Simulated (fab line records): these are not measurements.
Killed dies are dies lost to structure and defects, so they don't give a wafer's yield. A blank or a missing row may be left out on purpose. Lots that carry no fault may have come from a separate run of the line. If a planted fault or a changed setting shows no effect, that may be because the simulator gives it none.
Which tool did it? | flow gf180mcu | 36 wafers from 12 lots sampled at 6 of the route's 602 steps

## WHAT THE GAUGES SHOWED, per wafer
GF_VT_IMPLANT_TW_MEAS_43.
lot  | measured     | on            | VT_IMPLANT_4_TW
L514 | day 7 10:04  | film-metro-02 | 685 682 683
L515 | day 7 16:50  | film-metro-03 | 705 702 714
L517 | day 8 06:52  | film-metro-03 | 707 703 706
L518 | day 8 13:45  | film-metro-03 | 710 708 707
L523 | day 10 01:49 | film-metro-02 | 686 686 687
L524 | day 10 12:07 | film-metro-02 | 684 682 682
L525 | day 10 16:37 | film-metro-02 | 688 683 685
L526 | day 10 22:39 | film-metro-03 | 706 707 706
L527 | day 11 05:12 | film-metro-01 | 700 696 693
L528 | day 11 09:36 | film-metro-01 | 698 697 698
L535 | day 13 12:27 | film-metro-02 | 686 690 687
L536 | day 13 17:04 | film-metro-03 | 700 707 705

GF_POLY_GATE_THK_MEAS_01.
lot  | measured     | on            | POLY_GATE_CVD_00_THK (nm)
L514 | day 8 09:08  | film-metro-03 | 198.6 199.7 200.7
L515 | day 8 15:31  | film-metro-03 | 196.1 196.3 197.5
L517 | day 9 07:19  | film-metro-04 | 203.1 202.0 200.8
L518 | day 9 12:37  | film-metro-03 | 195.6 194.3 196.2
L523 | day 11 01:29 | film-metro-03 | 196.6 196.3 198.3
L524 | day 11 11:58 | film-metro-02 | 199.7 198.7 198.9
L525 | day 11 16:45 | film-metro-03 | 202.4 201.0 201.3
L526 | day 11 21:52 | film-metro-02 | 200.2 201.3 202.4
L527 | day 12 06:37 | film-metro-02 | 199.4 200.0 199.8
L528 | day 12 12:01 | film-metro-04 | 202.6 202.2 200.4
L535 | day 14 18:11 | film-metro-03 | 163.9 164.5 163.5
L536 | day 15 02:21 | film-metro-02 | 159.6 159.6 160.9

GF_HV_LDD_OVL_MEAS_08.
lot  | measured     | on         | HV_LDD_OVL (nm)
L514 | day 9 21:02  | overlay-01 | -1.6 -1.4 -1.9
L515 | day 10 03:57 | overlay-02 | 2.3 1.2 0.3
L517 | day 10 20:20 | overlay-02 | 2.1 0.1 2.2
L518 | day 11 02:50 | overlay-01 | 2.8 1.8 1.3
L523 | day 12 18:50 | overlay-01 | 1.9 -0.4 1.9
L524 | day 13 04:47 | overlay-01 | 0.5 -1.6 -2.0
L525 | day 13 09:14 | overlay-01 | -1.1 -0.3 -0.8
L526 | day 13 15:11 | overlay-01 | 1.4 1.0 0.6
L527 | day 14 00:47 | overlay-02 | 0.6 0.1 -0.2
L528 | day 14 07:44 | overlay-02 | 0.0 1.3 -1.2
L535 | day 16 14:26 | overlay-01 | -2.2 -1.8 -0.6
L536 | day 17 02:32 | overlay-02 | 0.0 0.4 -1.0

## TOOL THAT RAN EACH LOT (tool first, then ch and the chambers of the sampled wafers, then the start)
lot  | GF_VT_IMPLANT_RTA_45             | GF_POLY_GATE_CVD_00         | GF_POLY_GATE_ETCH_13
L514 | rtp-anneal-02 ch 0, day 7 10:14  | lpcvd-01 ch 1, day 8 07:08  | rie-si-02 ch 0,1,2, day 9 01:56
L515 | rtp-anneal-01 ch 0, day 7 16:58  | lpcvd-01 ch 1, day 8 13:29  | rie-si-02 ch 0,1,2, day 9 08:43
L517 | rtp-anneal-02 ch 0, day 8 06:59  | lpcvd-02 ch 1, day 9 05:56  | rie-si-02 ch 0,2,3, day 10 00:46
L518 | rtp-anneal-01 ch 0, day 8 13:52  | lpcvd-02 ch 1, day 9 11:17  | rie-si-02 ch 0,2,3, day 10 06:40
L523 | rtp-anneal-01 ch 0, day 10 01:55 | lpcvd-01 ch 0, day 11 00:09 | rie-si-02 ch 0,1,2, day 11 19:59
L524 | rtp-anneal-02 ch 0, day 10 12:13 | lpcvd-02 ch 1, day 11 10:38 | rie-si-01 ch 0,3, day 12 06:52
L525 | rtp-anneal-01 ch 0, day 10 16:44 | lpcvd-01 ch 0, day 11 15:25 | rie-si-01 ch 0,3, day 12 12:19
L526 | rtp-anneal-01 ch 0, day 10 22:46 | lpcvd-01 ch 0, day 11 20:32 | rie-si-01 ch 1,2,3, day 12 17:44
L527 | rtp-anneal-02 ch 0, day 11 05:19 | lpcvd-02 ch 1, day 12 05:17 | rie-si-02 ch 0,1,2, day 13 02:01
L528 | rtp-anneal-01 ch 0, day 11 09:43 | lpcvd-02 ch 0, day 12 10:01 | rie-si-02 ch 0,2,3, day 13 08:01
L535 | rtp-anneal-01 ch 0, day 13 12:34 | lpcvd-02 ch 0, day 14 16:52 | rie-si-02 ch 0,2,3, day 15 14:16
L536 | rtp-anneal-01 ch 0, day 13 17:14 | lpcvd-02 ch 1, day 15 01:01 | rie-si-01 ch 0,1,3, day 16 00:14
- GF_VT_IMPLANT_RTA_45: time 30 s.
- GF_POLY_GATE_CVD_00: deposits poly-Si, target thk 200 nm, time 1200 s.
- GF_POLY_GATE_ETCH_13: etches poly-Si in HBr/Cl2, stops on SiO2, target depth 198.5 nm, time 69.6 s.

## AS READ BY THE TOOLS THEMSELVES (means over the sampled wafers that have a number; for cases with no such wafer, the mark the record gives instead)
GF_VT_IMPLANT_RTA_45.
lot  | tool          | lamp-power-pct (%) | wafer_temp_C_max
L514 | rtp-anneal-02 | 31                 | 1055.8
L515 | rtp-anneal-01 | 42                 | 1054.1
L517 | rtp-anneal-02 | 31                 | 1055.1
L518 | rtp-anneal-01 | 42                 | 1053.3
L523 | rtp-anneal-01 | 42                 | 1054.5
L524 | rtp-anneal-02 | 31                 | 1056.2
L525 | rtp-anneal-01 | 42                 | 1054.4
L526 | rtp-anneal-01 | 42                 | 1054.8
L527 | rtp-anneal-02 | 31                 | 1055.7
L528 | rtp-anneal-01 | 42                 | 1053.7
L535 | rtp-anneal-01 | 42                 | 1055.0
L536 | rtp-anneal-01 | 42                 | 1054.2

GF_POLY_GATE_CVD_00.
lot  | tool     | spike-tc-bottom-C (C) | spike-tc-centre-C (C) | spike-tc-lower-C (C) | spike-tc-upper-C (C) | susceptor-temp-C (C) | zone-power-bottom-pct (%)
L514 | lpcvd-01 | 638                   | 618.5                 | 619.2                | 620.1                | 620.07               | 13.4
L515 | lpcvd-01 | 638                   | 618.2                 | 618.1                | 620.8                | 620.23               | 13.3
L517 | lpcvd-02 | 642                   | 619.9                 | 621.2                | 622.3                | 620.25               | 12.5
L518 | lpcvd-02 | 643                   | 620.8                 | 620.2                | 622.6                | 620.09               | 12.5
L523 | lpcvd-01 | 645                   | 619.0                 | 619.7                | 620.6                | 620.07               | 14.1
L524 | lpcvd-02 | 643                   | 619.3                 | 621.5                | 622.0                | 619.50               | 12.4
L525 | lpcvd-01 | 644                   | 618.9                 | 620.6                | 620.7                | 620.03               | 14.1
L526 | lpcvd-01 | 645                   | 617.9                 | 619.5                | 620.6                | 619.97               | 14.0
L527 | lpcvd-02 | 644                   | 620.5                 | 620.6                | 622.6                | 620.27               | 12.4
L528 | lpcvd-02 | 646                   | 619.5                 | 621.1                | 619.1                | 620.20               | 13.5
L535 | lpcvd-02 | 635                   | 610.2                 | 610.5                | 610.3                | 610.76               | 13.3
L536 | lpcvd-02 | 634                   | 610.8                 | 611.1                | 611.8                | 610.92               | 12.2

GF_POLY_GATE_ETCH_13.
lot  | tool      | chamber-pressure-mTorr (mTorr) | drypump-motor-current-A (A) | oes-product-au (a.u.) | throttle-valve-pct (%)
L514 | rie-si-02 | 9.997                          | 5.6                         | 0.990                 | 33.692
L515 | rie-si-02 | 10.006                         | 5.6                         | 0.983                 | 33.687
L517 | rie-si-02 | 10.001                         | 5.9                         | 0.995                 | 33.686
L518 | rie-si-02 | 9.997                          | 5.9                         | 0.984                 | 33.677
L523 | rie-si-02 | 10.002                         | 5.5                         | 0.983                 | 33.686
L524 | rie-si-01 | 10.000                         | 6.2                         | 0.987                 | 33.690
L525 | rie-si-01 | 9.999                          | 6.4                         | 0.994                 | 33.688
L526 | rie-si-01 | 9.993                          | 6.1                         | 0.994                 | 33.695
L527 | rie-si-02 | 10.004                         | 5.6                         | 0.990                 | 33.688
L528 | rie-si-02 | 9.998                          | 5.9                         | 0.987                 | 33.683
L535 | rie-si-02 | 9.998                          | 5.9                         | 0.873                 | 33.688
L536 | rie-si-01 | 10.004                         | 6.1                         | 0.856                 | 33.679

## THE ANSWER, worked out from the rows above alone
Rule: the usual values come from the lots themselves. Put in order of their means at a reading, lots are off if they are a third of the lots or fewer, leave a main group of 4 or more, and stand apart from it by a gap of 3 or more times the standard deviation of the main group's means; of several such gaps the widest counts. Not used: any main group whose means are identical at the precision the tables above print for the reading. Also off: a lot with no number at a reading for which 4 or more lots have one. Where the step has rows for the other lots, those lots are counted as sound. First the gauges in route order, then the tools' own readings, where a lot's mean is used as printed above. The first step at which some lot is off is used, and at that step the reading that is off furthest; a lot without a number counts as furthest.
Off: L535, L536, seen at GF_POLY_GATE_THK_MEAS_01 (POLY_GATE_CVD_00_THK). The main group: mean 199.4 nm, standard deviation 2.2.
A tool fits if, at a process step before that reading, it ran every lot that is off, and no sound lot after the first of them. Not tried: the gauges at GF_POLY_GATE_THK_MEAS_01; whatever is off there is also off at GF_POLY_GATE_CVD_00, on other tools, and gauge error can't account for it. Undecided on this evidence; 2 tools fit (rtp-anneal-01 at GF_VT_IMPLANT_RTA_45, lpcvd-02 at GF_POLY_GATE_CVD_00).

## WHAT THE SIMULATOR HAD INSERTED
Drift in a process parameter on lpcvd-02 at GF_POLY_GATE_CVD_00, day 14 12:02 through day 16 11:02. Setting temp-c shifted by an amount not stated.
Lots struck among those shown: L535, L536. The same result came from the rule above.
